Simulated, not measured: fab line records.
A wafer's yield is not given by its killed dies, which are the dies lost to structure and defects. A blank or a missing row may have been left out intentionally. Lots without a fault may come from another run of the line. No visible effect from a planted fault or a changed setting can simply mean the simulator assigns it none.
Split-lot experiment || flow sky130 || route with 708 steps; 5 lots, 23 wafers read

== SPLIT DETAILS ==
At SKY_LOCAL_INTERCONNECT_SPUTTER_00 (material TiN, target thk 100 nm, time 83.3 s), the setting timeS was moved away from the recipe's 83.3 s on 4 of the 23 wafers read, by -13.1% to +5.6%. For the rest of the wafers, this setting stayed at what the recipe calls for.

== FROM THE SPLIT TO THE READING: what the file shows between them, 5 steps ==
- SKY_LOCAL_INTERCONNECT_RS_MEAS_01: measures by four-point-probe
- SKY_LOCAL_INTERCONNECT_THK_MEAS_02: measures by xrf
- SKY_LOCAL_INTERCONNECT_COAT_06: resist thk 450 nm (also split here: resistThkNm)
- SKY_LOCAL_INTERCONNECT_DEVELOP_10: develop time 60 s (also split here: devTempC)
- SKY_LOCAL_INTERCONNECT_ETCH_13: etches BARC in N2/H2, stops on SiO2, time 45.9 s, target depth 60 nm

== THE READING ==
oesProductAu, in a.u., at SKY_LOCAL_INTERCONNECT_METAL_ETCH_14 (etches TiN in Cl2/BCl3, stops on PSG, target depth 110 nm, time 31.4 s). A value of 0.950 a.u. with a standard deviation of 0.0089 a.u. is what fault-free wafers of this fab line usually give.

{"wafer": "L074.1", "tool, chamber at the split": "pvdSputter-02, -", "timeS as run, s": 83.3, "against the recipe": "recipe", "oesProductAu, a.u.": 0.954, "against lot-mates on the recipe": "-"}
{"wafer": "L074.3", "tool, chamber at the split": "pvdSputter-02, -", "timeS as run, s": 83.3, "against the recipe": "recipe", "oesProductAu, a.u.": 0.941, "against lot-mates on the recipe": "-"}
{"wafer": "L074.4", "tool, chamber at the split": "pvdSputter-02, -", "timeS as run, s": 83.3, "against the recipe": "recipe", "oesProductAu, a.u.": 0.958, "against lot-mates on the recipe": "-"}
{"wafer": "L074.5", "tool, chamber at the split": "pvdSputter-02, -", "timeS as run, s": 83.3, "against the recipe": "recipe", "oesProductAu, a.u.": 0.957, "against lot-mates on the recipe": "-"}
{"wafer": "L074.6", "tool, chamber at the split": "pvdSputter-02, -", "timeS as run, s": 83.3, "against the recipe": "recipe", "oesProductAu, a.u.": 0.944, "against lot-mates on the recipe": "-"}
{"wafer": "L075.1", "tool, chamber at the split": "pvdSputter-02, -", "timeS as run, s": 83.3, "against the recipe": "recipe", "oesProductAu, a.u.": 0.952, "against lot-mates on the recipe": "-"}
{"wafer": "L075.3", "tool, chamber at the split": "pvdSputter-02, -", "timeS as run, s": 83.3, "against the recipe": "recipe", "oesProductAu, a.u.": 0.945, "against lot-mates on the recipe": "-"}
{"wafer": "L075.4", "tool, chamber at the split": "pvdSputter-02, -", "timeS as run, s": 83.3, "against the recipe": "recipe", "oesProductAu, a.u.": 0.950, "against lot-mates on the recipe": "-"}
{"wafer": "L079.1", "tool, chamber at the split": "pvdSputter-03, -", "timeS as run, s": 83.3, "against the recipe": "recipe", "oesProductAu, a.u.": 0.943, "against lot-mates on the recipe": "-"}
{"wafer": "L079.2", "tool, chamber at the split": "pvdSputter-03, -", "timeS as run, s": 83.3, "against the recipe": "recipe", "oesProductAu, a.u.": 0.941, "against lot-mates on the recipe": "-"}
{"wafer": "L079.4", "tool, chamber at the split": "pvdSputter-03, -", "timeS as run, s": 83.3, "against the recipe": "recipe", "oesProductAu, a.u.": 0.943, "against lot-mates on the recipe": "-"}
{"wafer": "L079.5", "tool, chamber at the split": "pvdSputter-03, -", "timeS as run, s": 83.3, "against the recipe": "recipe", "oesProductAu, a.u.": 0.940, "against lot-mates on the recipe": "-"}
{"wafer": "L079.6", "tool, chamber at the split": "pvdSputter-03, -", "timeS as run, s": 83.3, "against the recipe": "recipe", "oesProductAu, a.u.": 0.952, "against lot-mates on the recipe": "-"}
{"wafer": "L082.2", "tool, chamber at the split": "pvdSputter-03, -", "timeS as run, s": 83.3, "against the recipe": "recipe", "oesProductAu, a.u.": 0.949, "against lot-mates on the recipe": "-"}
{"wafer": "L082.3", "tool, chamber at the split": "pvdSputter-03, -", "timeS as run, s": 72.39, "against the recipe": "-13.1%", "oesProductAu, a.u.": 0.860, "against lot-mates on the recipe": -0.080}
{"wafer": "L082.4", "tool, chamber at the split": "pvdSputter-03, -", "timeS as run, s": 72.39, "against the recipe": "-13.1%", "oesProductAu, a.u.": 0.855, "against lot-mates on the recipe": -0.085}
{"wafer": "L082.5", "tool, chamber at the split": "pvdSputter-03, -", "timeS as run, s": 83.3, "against the recipe": "recipe", "oesProductAu, a.u.": 0.938, "against lot-mates on the recipe": "-"}
{"wafer": "L082.6", "tool, chamber at the split": "pvdSputter-03, -", "timeS as run, s": 83.3, "against the recipe": "recipe", "oesProductAu, a.u.": 0.934, "against lot-mates on the recipe": "-"}
{"wafer": "L084.1", "tool, chamber at the split": "pvdSputter-01, -", "timeS as run, s": 83.3, "against the recipe": "recipe", "oesProductAu, a.u.": 0.930, "against lot-mates on the recipe": "-"}
{"wafer": "L084.2", "tool, chamber at the split": "pvdSputter-01, -", "timeS as run, s": 87.98, "against the recipe": "+5.6%", "oesProductAu, a.u.": 0.978, "against lot-mates on the recipe": "+0.041"}
{"wafer": "L084.3", "tool, chamber at the split": "pvdSputter-01, -", "timeS as run, s": 83.3, "against the recipe": "recipe", "oesProductAu, a.u.": 0.937, "against lot-mates on the recipe": "-"}
{"wafer": "L084.5", "tool, chamber at the split": "pvdSputter-01, -", "timeS as run, s": 87.98, "against the recipe": "+5.6%", "oesProductAu, a.u.": 0.965, "against lot-mates on the recipe": "+0.028"}
{"wafer": "L084.6", "tool, chamber at the split": "pvdSputter-01, -", "timeS as run, s": 83.3, "against the recipe": "recipe", "oesProductAu, a.u.": 0.943, "against lot-mates on the recipe": "-"}

THE FIT
A straight line over all 23 wafers: oesProductAu changes by +0.00633 a.u. for each +1% of timeS; r = +0.96; the points scatter about the line by 0.0079 a.u.
The same after taking each lot's own level away (the mean of its wafers on the recipe; 23 wafers): +0.0063 a.u. for each +1%; r = +0.98; scatter 0.0056 a.u.
On that fit, the largest move of timeS shifts the reading by 0.083 a.u.
From 0.9367 to 0.9508 a.u.: that is the span of the lots' own levels, equal to 1.6 times the standard deviation above.
The two slopes agree, so the slope changes little with the lot-to-lot level.
Check: with one of the wafers moved furthest among these (-13.1%) left out of the fit, the line predicts -0.0844 a.u. for it against its lot-mates. It came out at -0.0803 a.u. against them.

== THESE WAFERS: OTHER SPLITS ==
These wafers also went through other splits before the reading. Each is held against what the fit with the lots' levels taken away leaves over:
{"other split on the same wafers": "SKY_SD_N_IMPLANT_09 energyKev", "wafers away from the commonest value": 8, "r with oesProductAu (lot level and that fit taken away)": -0.14}
{"other split on the same wafers": "SKY_LOCAL_INTERCONNECT_COAT_06 resistThkNm", "wafers away from the commonest value": 9, "r with oesProductAu (lot level and that fit taken away)": -0.34}
{"other split on the same wafers": "SKY_LOCAL_INTERCONNECT_DEVELOP_10 devTempC", "wafers away from the commonest value": 2, "r with oesProductAu (lot level and that fit taken away)": "+0.20"}

== THE WHOLE CHAIN: every reading that the file lists as answering this split, in the file's order ==
{"step": "SKY_LOCAL_INTERCONNECT_SPUTTER_00", "what it does": "material TiN, target thk 100 nm, time 83.3 s", "reading": "TiN_of_LOCAL_INTERCONNECT_SPUTTER_00.thkNm (the simulator's own value, which no gauge read)", "change (the file's fit)": "+1.1 nm for each +1% of the setting", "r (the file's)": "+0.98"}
{"step": "SKY_LOCAL_INTERCONNECT_RS_MEAS_01", "what it does": "measures by four-point-probe", "reading": "LOCAL_INTERCONNECT_TIN_RS", "change (the file's fit)": "-0.188 for each +1% of the setting", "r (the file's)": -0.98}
{"step": "SKY_LOCAL_INTERCONNECT_THK_MEAS_02", "what it does": "measures by xrf", "reading": "LOCAL_INTERCONNECT_TIN_THK", "change (the file's fit)": "+1.11 for each +1% of the setting", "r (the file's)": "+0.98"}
{"step": "SKY_LOCAL_INTERCONNECT_METAL_ETCH_14", "what it does": "etches TiN in Cl2/BCl3, stops on PSG, target depth 110 nm, time 31.4 s", "reading": "oesProductAu", "change (the file's fit)": "+0.00633 a.u. for each +1% of the setting", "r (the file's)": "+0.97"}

== THE FILE'S OWN FIT ==
oesProductAu changes by +0.00633 a.u. for each +1% of timeS, r = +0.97.
